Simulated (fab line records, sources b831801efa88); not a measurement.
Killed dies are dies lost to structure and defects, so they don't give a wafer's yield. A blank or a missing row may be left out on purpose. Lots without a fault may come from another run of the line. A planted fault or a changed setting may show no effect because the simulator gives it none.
fab line records | flow sky130
record lots=24 wafers=72 last_day=50
route steps=708 shown CONTACT@433 METAL3@564 VIA3@585 VIA4@659 PASSIVATION@693 PAD_OPEN@702
lots that met no fault: from a run of the same line without faults
start_h: hours from the record's first day to the start of the lot's first wafer shown | wait_h: hours since the lot's step before | " the same as in the row above | L1.1+2: a row that stands for several wafers | - no value, or no start given | * or withheld: withheld | < > ~ a bound
route shown NAME@n: a module of which the file shows steps, and the number in the route of the first | usual: mean/standard deviation of fault-free wafers | same: alike in all rows | chamber/n: place in a boat | sites: the reading at each site | _std_site: their standard deviation | _edge_site: outer sites' mean less inner sites' | radius_mm: how far each site lies from the wafer's centre | mask NAME#n: copy n | behind: the tool/chamber that last shaped the wafer | hold: why the lot was held/for how many hours/how that ended | device: the transistor (n, p or np) that didn't switch | end of line: the same wafers' tests at the end of the route | a step without rows: its recipe alone | killed: dies lost to structure and defects at the first sort, not the wafer's yield | map: a wafer's dies, x killed, . not, _ none there
set.NAME: the setting as run; set.NAME@STEP: as run at that earlier step | model.NAME: the simulator's own value behind a step, which no gauge read
steps of the route over a sample of lots; a table a step, a row a wafer
services: from which hour (start_h, from the record's first day; less than 0 if before it) a tool's chamber was out of use, for how many hours, and why
## steps
# step SKY_CONTACT_CMP_27
# recipe stop_on=SiO2 t_overpolish_s=15 down_force_psi=3.5 platen_rpm=60 target_thk_nm=0 pad_velocity_m_s=0.94248
# usual motor_current_A=11.4/1.3 overpolish_run_s=15.000/0.0083 time_to_endpoint_s=82/4.9
# columns lot.wafer tool chamber start_h wait_h motor_current_A overpolish_run_s time_to_endpoint_s
L075.2 cmp-02 1 756.20 0.0 11.6 15.010 84
L075.5 " 1 " " 12.4 14.996 84
L075.6 " 2 " " 13.3 14.989 77
L077.2 cmp-02 0 773.76 0.0 10.1 15.015 86
L077.3 " 3 " " 9.1 14.985 79
L077.5 " 0 " " 10.1 14.999 87
L074.3 cmp-01 3 774.09 0.1 11.8 14.987 82
L074.4 " 1 " " 12.7 14.985 79
L074.5 " 3 " " 11.6 15.013 85
L076.2 cmp-02 0 775.10 0.1 9.8 15.001 86
L076.3 " 1 " " 11.9 14.989 85
L076.6 " 2 " " 13.0 14.994 77
L078.3 cmp-02 0 776.17 0.0 9.9 14.992 89
L078.1 " 3 " " 9.3 14.993 78
L078.5 " 1 " " 12.3 15.003 87
L079.4 cmp-01 2 778.40 0.0 11.3 14.999 83
L079.3 " 0 " " 11.7 15.000 94
L079.2 " 1 " " 13.4 14.997 82
L080.1 cmp-01 0 784.15 0.1 11.7 14.988 91
L080.3 " 2 " " 11.2 14.987 82
L080.6 " 0 " " 11.1 15.002 91
L081.4 cmp-01 2 792.94 0.1 11.5 14.984 82
L081.3 " 3 " " 11.3 15.003 85
L081.6 " 0 " " 11.6 15.013 92
L082.1 cmp-02 0 804.62 0.1 9.8 14.993 86
L082.2 " 2 " " 12.6 15.007 81
L082.5 " 0 " " 10.0 14.998 82
L084.2 cmp-01 2 815.76 0.0 11.4 15.003 82
L084.4 " 1 " " 13.6 15.015 79
L084.6 " 2 " " 11.6 15.002 76
L083.4 cmp-02 3 818.01 0.0 8.9 14.991 76
L083.3 " 1 " " 11.6 14.992 89
L083.6 " 3 " " 9.4 15.012 78
L085.3 cmp-02 0 820.31 0.4 10.1 14.992 89
L085.2 " 1 " " 11.5 15.002 85
L085.6 " 0 " " 10.7 15.009 85
L086.2 cmp-01 2 842.88 0.0 11.6 14.994 77
L086.4 " 1 " " 13.2 15.002 76
L086.6 " 2 " " 11.8 15.007 79
L088.3 cmp-02 2 861.55 0.0 13.5 15.001 81
L088.2 " 0 " " 9.7 14.992 88
L088.1 " 1 " " 11.3 15.009 88
L087.4 cmp-01 3 868.20 0.0 11.4 14.995 80
L087.1 " 0 " " 11.3 15.003 88
L087.2 " 2 " " 11.4 15.009 79
L090.3 cmp-02 3 872.73 0.1 9.3 15.003 75
L090.1 " 0 " " 9.8 15.005 89
L090.5 " 1 " " 11.9 14.984 86
L089.2 cmp-01 1 874.79 0.1 12.3 14.996 81
L089.4 " 2 " " 11.0 14.998 80
L089.6 " 1 " " 13.6 15.006 83
L092.4 cmp-01 3 880.90 0.2 11.2 15.012 81
L092.1 " 0 " " 12.0 15.000 85
L092.3 " 1 " " 13.6 14.990 75
L091.2 cmp-01 1 885.54 0.1 13.7 14.994 82
L091.1 " 2 " " 11.2 15.005 83
L091.4 " 3 " " 11.8 14.997 85
L093.3 cmp-01 1 890.47 0.1 12.6 15.012 75
L093.1 " 2 " " 11.4 14.999 76
L093.6 " 1 " " 12.7 15.004 76
L094.3 cmp-02 1 897.45 0.0 11.3 15.002 86
L094.2 " 0 " " 9.5 14.990 90
L094.6 " 1 " " 11.5 15.000 88
L095.3 cmp-02 2 908.75 0.0 13.2 14.998 81
L095.4 " 0 " " 10.2 14.992 85
L095.5 " 2 " " 12.7 14.998 82
L096.2 cmp-02 1 912.71 0.0 12.1 14.991 88
L096.1 " 0 " " 9.8 15.004 87
L096.5 " 1 " " 12.7 14.995 91
L097.2 cmp-02 0 917.90 0.1 9.9 15.013 84
L097.1 " 1 " " 11.8 14.997 81
L097.6 " 3 " " 9.3 14.994 73
# step SKY_METAL3_OVL_MEAS_14
# usual METAL3_OVL=0/5.8
# columns lot.wafer tool chamber start_h wait_h METAL3_OVL[nm]
L075.2 overlay-02 - 919.62 0.1 0
L075.5 " - " " 2
L075.6 " - " " 5
L077.2 overlay-01 - 935.03 0.1 4
L077.3 " - " " -4
L077.5 " - " " 1
L074.3 overlay-02 - 936.65 0.1 -2
L074.4 " - " " 2
L074.5 " - " " 0
L076.2 overlay-02 - 937.13 0.1 -12
L076.3 " - " " -10
L076.6 " - " " -11
L078.1 overlay-01 - 938.79 0.1 9
L078.3 " - " " 6
L078.5 " - " " 0
L079.2 overlay-01 - 940.58 0.1 2
L079.3 " - " " 4
L079.4 " - " " 4
L080.1 overlay-01 - 945.81 0.1 -8
L080.3 " - " " -5
L080.6 " - " " -9
L081.3 overlay-02 - 953.98 0.1 4
L081.4 " - " " 0
L081.6 " - " " 2
L082.1 overlay-01 - 964.81 0.1 3
L082.2 " - " " -5
L082.5 " - " " -4
L084.2 overlay-02 - 975.13 0.1 9
L084.4 " - " " 12
L084.6 " - " " 12
L083.3 overlay-02 - 976.02 0.1 3
L083.4 " - " " 5
L083.6 " - " " -1
L085.2 overlay-01 - 978.24 0.1 -2
L085.3 " - " " 0
L085.6 " - " " 7
L086.2 overlay-01 - 1000.57 0.1 0
L086.4 " - " " -3
L086.6 " - " " -1
L088.1 overlay-02 - 1016.26 0.1 1
L088.2 " - " " -6
L088.3 " - " " -4
L087.1 overlay-01 - 1022.07 0.1 -11
L087.2 " - " " -8
L087.4 " - " " -3
L090.1 overlay-01 - 1027.64 0.1 6
L090.3 " - " " 6
L090.5 " - " " 4
L089.2 overlay-02 - 1029.45 0.1 -2
L089.4 " - " " -2
L089.6 " - " " -3
L092.1 overlay-01 - 1034.36 0.1 -4
L092.3 " - " " -5
L092.4 " - " " -3
L091.1 overlay-02 - 1037.64 0.1 8
L091.2 " - " " 5
L091.4 " - " " 11
L093.1 overlay-02 - 1041.12 0.1 -4
L093.3 " - " " -4
L093.6 " - " " 0
L094.2 overlay-01 - 1048.90 0.1 -4
L094.3 " - " " -7
L094.6 " - " " -7
L095.3 overlay-02 - 1057.52 0.1 7
L095.4 " - " " 9
L095.5 " - " " 2
L096.1 overlay-02 - 1063.24 0.1 6
L096.2 " - " " 5
L096.5 " - " " 1
L097.1 overlay-02 - 1068.19 0.1 -2
L097.2 " - " " 0
L097.6 " - " " -6
# step SKY_VIA3_CD_MEAS_12
# recipe target_cd_nm=200
# usual cd_nm=200.4/1.7
# columns lot.wafer tool chamber start_h wait_h cd_nm
L075.2 cd_sem-02 - 946.06 - 201.8
L075.5 " - " " 203.2
L075.6 " - " " 202.1
L077.2 cd_sem-02 - 961.48 - 199.2
L077.3 " - " " 199.0
L077.5 " - " " 198.2
L074.3 cd_sem-02 - 962.26 - 200.7
L074.4 " - " " 200.8
L074.5 " - " " 201.4
L076.2 cd_sem-02 - 963.41 - 200.8
L076.3 " - " " 199.7
L076.6 " - " " 199.6
L078.1 cd_sem-01 - 964.92 - 201.1
L078.3 " - " " 199.4
L078.5 " - " " 200.4
L079.2 cd_sem-02 - 965.88 - 202.1
L079.3 " - " " 202.3
L079.4 " - " " 202.4
L080.1 cd_sem-01 - 971.74 - 197.5
L080.3 " - " " 198.5
L080.6 " - " " 199.9
L081.3 cd_sem-01 - 979.76 - 203.0
L081.4 " - " " 201.9
L081.6 " - " " 203.6
L082.1 cd_sem-02 - 991.02 - 199.2
L082.2 " - " " 200.4
L082.5 " - " " 199.2
L084.2 cd_sem-01 - 999.99 - 197.2
L084.4 " - " " 197.5
L084.6 " - " " 196.6
L083.3 cd_sem-01 - 1001.16 - 198.7
L083.4 " - " " 198.8
L083.6 " - " " 198.3
L085.2 cd_sem-01 - 1003.34 - 200.3
L085.3 " - " " 201.6
L085.6 " - " " 200.3
L086.2 cd_sem-02 - 1025.19 - 199.7
L086.4 " - " " 198.2
L086.6 " - " " 198.6
L088.1 cd_sem-01 - 1040.51 - 201.9
L088.2 " - " " 201.8
L088.3 " - " " 201.6
L087.1 cd_sem-01 - 1046.56 - 201.9
L087.2 " - " " 201.5
L087.4 " - " " 200.6
L090.1 cd_sem-01 - 1051.86 - 200.5
L090.3 " - " " 201.6
L090.5 " - " " 199.6
L089.2 cd_sem-02 - 1054.39 - 196.9
L089.4 " - " " 198.4
L089.6 " - " " 198.6
L092.1 cd_sem-02 - 1058.01 - 200.6
L092.3 " - " " 200.9
L092.4 " - " " 200.6
L091.1 cd_sem-02 - 1062.51 - 202.4
L091.2 " - " " 204.0
L091.4 " - " " 203.4
L093.1 cd_sem-02 - 1065.54 - 200.3
L093.3 " - " " 200.7
L093.6 " - " " 201.6
L094.2 cd_sem-02 - 1072.98 - 202.1
L094.3 " - " " 201.1
L094.6 " - " " 202.6
L095.3 cd_sem-01 - 1081.35 - 199.6
L095.4 " - " " 199.0
L095.5 " - " " 200.2
L096.1 cd_sem-01 - 1087.96 - 202.5
L096.2 " - " " 202.0
L096.5 " - " " 203.8
L097.1 cd_sem-02 - 1091.94 - 198.4
L097.2 " - " " 198.4
L097.6 " - " " 199.3
# step SKY_VIA4_THK_MEAS_20
# recipe thk_meas_gauge=xrf reads=W_of_VIA4_CVD_18
# usual VIA4_W_THK=545/9
# columns lot.wafer tool chamber start_h wait_h VIA4_W_THK[nm]
L075.2 film_metro-03 - 1022.49 0.1 532
L075.5 " - " " 537
L075.6 " - " " 537
L077.2 film_metro-01 - 1037.79 0.1 544
L077.3 " - " " 546
L077.5 " - " " 540
L074.3 film_metro-03 - 1037.90 0.1 543
L074.4 " - " " 548
L074.5 " - " " 541
L076.2 film_metro-03 - 1039.10 0.1 529
L076.3 " - " " 530
L076.6 " - " " 534
L078.1 film_metro-03 - 1040.18 0.1 549
L078.3 " - " " 552
L078.5 " - " " 547
L079.2 film_metro-01 - 1040.87 0.1 557
L079.3 " - " " 561
L079.4 " - " " 551
L080.1 film_metro-03 - 1047.57 0.1 553
L080.3 " - " " 547
L080.6 " - " " 548
L081.3 film_metro-03 - 1055.63 0.1 536
L081.4 " - " " 540
L081.6 " - " " 542
L082.1 film_metro-03 - 1065.96 0.1 538
L082.2 " - " " 537
L082.5 " - " " 535
L084.2 film_metro-01 - 1072.84 0.1 542
L084.4 " - " " 542
L084.6 " - " " 542
L083.3 film_metro-01 - 1074.91 0.1 550
L083.4 " - " " 552
L083.6 " - " " 552
L085.2 film_metro-03 - 1076.69 0.1 540
L085.3 " - " " 537
L085.6 " - " " 534
L086.2 film_metro-03 - 1097.57 0.1 529
L086.4 " - " " 533
L086.6 " - " " 528
L088.1 film_metro-02 - 1111.26 0.1 549
L088.2 " - " " 561
L088.3 " - " " 547
L087.1 film_metro-02 - 1115.89 0.1 547
L087.2 " - " " 547
L087.4 " - " " 545
L090.1 film_metro-01 - 1122.39 0.1 561
L090.3 " - " " 562
L090.5 " - " " 564
L089.2 film_metro-01 - 1124.42 0.1 552
L089.4 " - " " 569
L089.6 " - " " 551
L092.1 film_metro-01 - 1125.75 0.1 553
L092.3 " - " " 558
L092.4 " - " " 552
L091.1 film_metro-02 - 1131.10 0.1 543
L091.2 " - " " 555
L091.4 " - " " 545
L093.1 film_metro-03 - 1132.20 0.1 538
L093.3 " - " " 539
L093.6 " - " " 544
L094.2 film_metro-03 - 1140.63 0.1 550
L094.3 " - " " 537
L094.6 " - " " 556
L095.3 film_metro-03 - 1147.25 0.1 549
L095.4 " - " " 541
L095.5 " - " " 541
L096.1 film_metro-03 - 1152.49 0.1 543
L096.2 " - " " 532
L096.5 " - " " 537
L097.1 film_metro-02 - 1155.28 0.1 543
L097.2 " - " " 535
L097.6 " - " " 543
# step SKY_PASSIVATION_STRIP_12
# recipe chemistry=O2/N2 power_w=1400 pressure_mtorr=1500 platen_temp_c=withheld overash_fraction=0.7 o2_flow_sccm=3000 n2_flow_sccm=300
# usual drypump_motor_current_A=5.5/0.43 n2_flow_sccm=299.8/0.88 oes_product_au=0.661/0.0044 strip_time_to_endpoint_s=31.54/0.18
# columns lot.wafer tool chamber start_h wait_h drypump_motor_current_A n2_flow_sccm oes_product_au rf_hours_counter_h strip_time_to_endpoint_s
L075.2 plasma_asher-03 1 1069.46 0.1 5.0 298.4 0.661 31 31.56
L075.5 " 1 " " 4.9 297.3 0.661 - 31.48
L075.6 " 0 " " 6.0 300.9 0.655 - 31.64
L077.2 plasma_asher-02 0 1082.57 0.1 6.0 299.8 0.652 2 31.58
L077.3 " 0 " " 6.0 300.2 0.657 - 31.90
L077.5 " 0 " " 6.0 299.8 0.664 - 31.91
L074.3 plasma_asher-03 0 1083.01 0.1 6.0 299.5 0.657 - 31.35
L074.4 " 1 " " 4.9 300.3 0.667 - 31.32
L074.5 " 1 " " 5.0 300.0 0.659 - 31.36
L076.2 plasma_asher-03 0 1085.06 0.1 6.0 298.9 0.656 33 31.03
L076.3 " 1 " " 4.9 298.7 0.657 - 31.12
L076.6 " 1 " " 5.0 299.9 0.656 - 31.31
L078.1 plasma_asher-03 0 1086.58 0.1 6.0 300.1 0.663 33 31.63
L078.3 " 1 " " 5.0 300.2 0.659 - 31.42
L078.5 " 1 " " 5.0 298.7 0.659 - 31.42
L079.2 plasma_asher-04 1 1087.28 0.1 5.0 300.6 0.660 93 31.62
L079.3 " 0 " " 5.7 300.6 0.664 - 31.82
L079.4 " 1 " " 5.1 301.3 0.663 - 31.73
L080.1 plasma_asher-03 0 1092.37 0.1 6.0 298.2 0.662 34 31.39
L080.3 " 1 " " 5.0 299.9 0.658 - 31.37
L080.6 " 0 " " 6.0 298.8 0.657 - 31.30
L081.3 plasma_asher-02 0 1099.90 0.1 6.0 300.2 0.651 - 31.46
L081.4 " 1 " " 5.4 300.7 0.651 - 31.60
L081.6 " 1 " " 5.4 301.6 0.660 - 31.50
L082.1 plasma_asher-02 1 1111.47 0.1 5.4 299.3 0.663 4 31.25
L082.2 " 0 " " 6.0 300.3 0.660 4 31.33
L082.5 " 0 " " 6.0 299.6 0.660 - 31.36
L084.2 plasma_asher-02 1 1117.06 0.1 5.4 299.6 0.661 5 31.39
L084.4 " 1 " " 5.4 300.2 0.667 - 31.42
L084.6 " 0 " " 6.0 300.1 0.658 - 31.55
L083.3 plasma_asher-04 0 1118.24 0.1 5.7 299.3 0.662 - 31.47
L083.4 " 1 " " 5.0 300.5 0.658 - 31.58
L083.6 " 1 " " 5.0 301.1 0.665 - 31.72
L085.2 plasma_asher-04 0 1120.88 0.1 5.7 298.4 0.662 97 31.52
L085.3 " 1 " " 5.0 299.9 0.656 - 31.39
L085.6 " 1 " " 5.1 299.9 0.657 - 31.49
L086.2 plasma_asher-03 0 1139.67 0.1 6.0 298.9 0.663 38 31.75
L086.4 " 1 " " 5.0 299.1 0.661 - 31.78
L086.6 " 0 " " 6.0 299.6 0.661 - 31.74
L088.1 plasma_asher-04 0 1150.31 0.1 5.7 299.1 0.663 100 31.47
L088.2 " 1 " " 5.1 299.2 0.661 100 31.28
L088.3 " 1 " " 5.0 299.2 0.662 - 31.58
L087.1 plasma_asher-02 0 1154.83 0.1 6.0 299.5 0.656 9 31.42
L087.2 " 1 " " 5.4 299.1 0.661 9 31.30
L087.4 " 1 " " 5.4 300.2 0.663 - 31.33
L090.1 plasma_asher-03 1 1161.87 0.1 5.0 300.4 0.658 40 31.42
L090.3 " 0 " " 6.0 298.9 0.663 - 31.55
L090.5 " 1 " " 5.0 300.9 0.657 - 31.62
L089.2 plasma_asher-04 0 1163.18 0.1 5.7 299.8 0.667 101 31.79
L089.4 " 1 " " 5.1 299.7 0.660 - 31.76
L089.6 " 0 " " 5.7 300.7 0.660 - 31.79
L092.1 plasma_asher-03 1 1165.57 0.1 5.0 300.4 0.661 40 31.62
L092.3 " 0 " " 6.0 301.1 0.667 - 31.61
L092.4 " 1 " " 5.0 300.5 0.665 - 31.67
L091.1 plasma_asher-03 1 1169.08 0.1 5.0 300.5 0.665 41 31.48
L091.2 " 0 " " 6.0 300.2 0.658 41 31.47
L091.4 " 0 " " 6.0 300.6 0.667 - 31.11
L093.1 plasma_asher-04 0 1169.66 0.1 5.7 300.4 0.666 102 31.51
L093.3 " 0 " " 5.7 298.6 0.662 - 31.57
L093.6 " 1 " " 5.0 298.4 0.664 - 31.60
L094.2 plasma_asher-02 1 1177.23 0.1 5.4 299.7 0.664 11 31.78
L094.3 " 0 " " 6.0 299.5 0.669 - 31.68
L094.6 " 0 " " 6.0 299.9 0.660 - 31.49
L095.3 plasma_asher-02 1 1184.74 0.1 5.4 299.4 0.656 - 31.68
L095.4 " 0 " " 6.0 299.0 0.660 - 31.82
L095.5 " 1 " " 5.4 300.4 0.658 - 31.52
L096.1 plasma_asher-03 0 1188.46 0.1 6.0 300.0 0.665 43 31.66
L096.2 " 1 " " 5.0 299.7 0.657 43 31.40
L096.5 " 1 " " 5.0 299.7 0.665 - 31.44
L097.1 plasma_asher-02 1 1190.17 0.1 5.4 299.6 0.661 12 31.60
L097.2 " 0 " " 6.0 299.1 0.660 12 31.39
L097.6 " 1 " " 5.4 300.8 0.660 - 31.30
# step SKY_PAD_OPEN_STRIP_08
# recipe chemistry=O2/N2 power_w=1400 pressure_mtorr=1500 platen_temp_c=withheld overash_fraction=0.7 o2_flow_sccm=3000 n2_flow_sccm=300
# usual drypump_motor_current_A=5.4/0.45 n2_flow_sccm=300.1/0.83 oes_product_au=0.663/0.0048 strip_time_to_endpoint_s=37.03/0.11
# columns lot.wafer tool chamber start_h wait_h drypump_motor_current_A n2_flow_sccm oes_product_au rf_hours_counter_h strip_time_to_endpoint_s
L075.2 plasma_asher-03 0 1091.42 0.1 6.0 300.4 0.656 33 36.98
L075.5 " 1 " " 5.0 298.8 0.660 - 36.97
L075.6 " 0 " " 6.0 300.2 0.661 - 37.02
L077.2 plasma_asher-04 1 1103.97 0.1 5.1 299.8 0.667 95 37.22
L077.3 " 1 " " 5.1 299.2 0.674 - 37.05
L077.5 " 1 " " 5.1 298.8 0.663 - 37.15
L074.3 plasma_asher-03 1 1104.23 0.1 5.0 298.3 0.665 - 36.96
L074.4 " 0 " " 6.0 299.1 0.662 - 36.90
L074.5 " 1 " " 5.0 299.1 0.668 - 36.82
L076.2 plasma_asher-03 0 1106.12 0.1 6.0 299.2 0.668 35 36.99
L076.3 " 0 " " 6.0 300.5 0.667 - 36.94
L076.6 " 0 " " 6.0 299.0 0.665 - 36.91
L078.1 plasma_asher-01 0 1107.85 0.1 5.0 298.9 0.662 67 37.22
L078.3 " 1 " " 5.9 300.4 0.662 - 37.04
L078.5 " 1 " " 5.8 299.9 0.660 - 36.99
L079.2 plasma_asher-03 0 1109.12 0.1 6.0 300.8 0.663 35 37.03
L079.3 " 0 " " 6.0 299.2 0.665 - 37.09
L079.4 " 1 " " 4.9 300.2 0.665 - 36.94
L080.1 plasma_asher-04 1 1112.50 0.1 5.0 301.1 0.667 96 36.91
L080.3 " 1 " " 5.1 299.3 0.660 - 36.86
L080.6 " 1 " " 5.0 300.0 0.665 - 36.90
L081.3 plasma_asher-01 1 1119.98 0.1 5.8 300.6 0.660 - 37.00
L081.4 " 0 " " 4.9 300.7 0.664 - 36.93
L081.6 " 0 " " 4.9 300.6 0.657 - 36.88
L082.1 plasma_asher-01 0 1131.22 0.1 4.9 300.3 0.656 69 37.02
L082.2 " 1 " " 5.8 300.5 0.667 69 36.93
L082.5 " 1 " " 5.8 300.4 0.659 - 36.90
L084.2 plasma_asher-03 1 1136.41 0.1 5.0 299.5 0.671 37 37.10
L084.4 " 1 " " 4.9 299.5 0.657 - 37.22
L084.6 " 1 " " 5.0 299.7 0.656 - 37.08
L083.3 plasma_asher-03 0 1137.45 0.1 6.0 300.2 0.668 - 37.11
L083.4 " 1 " " 4.9 300.1 0.661 - 37.15
L083.6 " 0 " " 6.0 298.8 0.666 - 37.06
L085.2 plasma_asher-04 0 1140.02 0.1 5.7 299.6 0.657 99 36.89
L085.3 " 1 " " 5.0 299.9 0.680 - 36.92
L085.6 " 0 " " 5.7 299.6 0.666 - 36.89
L086.2 plasma_asher-01 1 1158.10 0.1 5.8 300.3 0.664 72 36.92
L086.4 " 1 " " 5.8 300.9 0.660 - 36.94
L086.6 " 1 " " 5.8 300.5 0.666 - 36.82
L088.1 plasma_asher-04 0 1168.66 0.1 5.7 298.1 0.665 102 37.15
L088.2 " 1 " " 5.1 299.7 0.658 102 37.17
L088.3 " 0 " " 5.7 299.2 0.655 - 37.17
L087.1 plasma_asher-04 0 1172.97 0.1 5.7 301.0 0.658 102 37.01
L087.2 " 1 " " 5.1 300.9 0.669 102 37.21
L087.4 " 0 " " 5.7 300.3 0.663 - 37.07
L090.1 plasma_asher-03 0 1178.75 0.1 6.0 301.8 0.664 41 37.03
L090.3 " 0 " " 6.0 300.6 0.660 - 37.07
L090.5 " 0 " " 6.0 300.9 0.664 - 36.98
L089.2 plasma_asher-01 0 1179.72 0.1 4.9 301.9 0.665 74 37.16
L089.4 " 1 " " 5.8 300.3 0.661 - 37.06
L089.6 " 0 " " 4.9 300.2 0.663 - 37.03
L092.1 plasma_asher-01 0 1182.65 0.1 4.9 299.8 0.667 74 37.08
L092.3 " 1 " " 5.8 299.9 0.660 - 37.07
L092.4 " 0 " " 4.9 300.4 0.654 - 37.21
L091.1 plasma_asher-03 1 1185.82 0.1 5.0 300.8 0.657 42 37.17
L091.2 " 0 " " 6.0 298.5 0.669 42 37.23
L091.4 " 1 " " 5.0 300.3 0.664 - 37.12
L093.1 plasma_asher-03 1 1187.27 0.1 5.0 298.0 0.672 42 36.93
L093.3 " 0 " " 6.0 300.9 0.663 - 36.97
L093.6 " 1 " " 5.0 300.1 0.671 - 37.19
L094.2 plasma_asher-01 0 1193.95 0.1 4.9 300.8 0.658 75 36.97
L094.3 " 0 " " 4.9 300.0 0.662 - 37.21
L094.6 " 1 " " 5.9 300.9 0.654 - 36.96
L095.3 plasma_asher-03 0 1200.53 0.1 6.0 300.1 0.659 - 37.02
L095.4 " 1 " " 5.0 301.6 0.660 - 36.91
L095.5 " 0 " " 6.0 300.2 0.672 - 37.09
L096.1 plasma_asher-01 1 1203.75 0.1 5.8 300.2 0.661 76 37.14
L096.2 " 0 " " 4.9 297.9 0.666 76 36.99
L096.5 " 1 " " 5.8 299.5 0.661 - 37.04
L097.1 plasma_asher-01 1 1205.26 0.1 5.8 301.0 0.667 77 37.10
L097.2 " 0 " " 4.9 299.6 0.662 77 37.05
L097.6 " 0 " " 4.9 300.0 0.660 - 37.06
## services
# columns tool chamber start_h hours kind
plasma_asher-03 - 733.75 9.0 pm
cmp-02 - 744.22 4.0 pm
cmp-02 - 764.61 3.3 repair
cmp-02 - 780.28 3.7 repair
cmp-01 - 816.18 3.3 repair
cmp-01 - 819.44 6.5 pm
cmp-01 - 851.39 2.0 repair
plasma_asher-04 - 858.12 0.7 repair
plasma_asher-03 - 871.07 14.6 pm
cmp-02 - 877.33 2.5 pm
cmp-02 - 880.20 1.4 repair
cmp-01 - 912.03 4.0 pm
cmp-02 - 922.39 1.6 repair
cmp-02 - 972.86 1.5 repair
cmp-01 - 987.77 7.2 pm
plasma_asher-04 - 990.52 1.8 repair
cmp-02 - 1084.22 4.0 pm
plasma_asher-03 - 1118.20 4.5 repair
cmp-01 - 1137.86 0.3 repair
cmp-01 - 1167.60 2.0 repair
cmp-01 - 1167.70 5.3 repair
cmp-01 - 1187.56 3.8 pm
plasma_asher-04 - 1189.34 1.1 repair
cmp-02 - 1191.09 0.5 repair
## key
fault none
